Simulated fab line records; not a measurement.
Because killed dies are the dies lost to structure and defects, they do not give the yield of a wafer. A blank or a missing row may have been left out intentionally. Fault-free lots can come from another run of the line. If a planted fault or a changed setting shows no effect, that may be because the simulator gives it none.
One fault seen from 2 desks -- flow sky130 -- each desk has only its own numbers; what lay behind them comes last

FROM THE METROLOGY DESK
Means of the sampled wafers that have a number, per lot and without regard to the tool the lot ran on: this is what the gauges read. The brackets show how far a lot's mean lies from the usual mean; more than 4 standard deviations puts the lot out of limits, marked OUT.
Columns: A = POLY_CUT_OVL at SKY_POLY_CUT_OVL_MEAS_09, usual -1 nm; B = VIA3_BOW at SKY_VIA3_BOW_MEAS_03, usual 81 um
lot,first seen here,A,B
L713,day 24 05:47,4,80
L714,day 24 11:56,-2,80
L715,day 25 00:20,-1,83
L716,day 25 11:32,-3,72
L718,day 26 01:32,5,80
L719,day 26 16:29,2,87
L720,day 27 08:18,2,86
L727,day 29 10:23,2,77
L733,day 31 21:23,-6,83
L734,day 32 07:05,3,85
L735,day 32 09:11,-4,90
L736,day 32 17:48,-5,88
Finding of this desk: none of the 12 lots has anything out of limits.

AT THE TOOL OWNER'S DESK: litho track-03
The tool's own readings at SKY_METAL3_COAT_08 (resist thk 1140 nm): means of the sampled wafers that have a number, for each lot that ran on this tool. The brackets show how far a lot's mean lies from the usual mean; more than 4 standard deviations puts the lot out of limits, marked OUT.
Columns: A = spin speed rpm at SKY_METAL3_COAT_08, usual 3000.1 rpm
lot,first seen here,A
L714,day 38 12:00,3001.1
L715,day 38 23:00,2999.3
L716,day 39 06:00,2997.9
L718,day 39 17:00,2999.5
L719,day 40 08:00,3000.5
L720,day 40 21:00,3000.8
L727,day 42 16:00,3000.4
L734,day 44 23:00,2999.3
L735,day 45 02:00,2999.2
Finding of this desk: none of the 9 lots has anything out of limits.

BROUGHT TOGETHER
From the metrology desk's view, nothing was out of limits.
The desk of the tool owner found nothing out of limits.

WHAT HAD BEEN PUT IN BY THE SIMULATOR
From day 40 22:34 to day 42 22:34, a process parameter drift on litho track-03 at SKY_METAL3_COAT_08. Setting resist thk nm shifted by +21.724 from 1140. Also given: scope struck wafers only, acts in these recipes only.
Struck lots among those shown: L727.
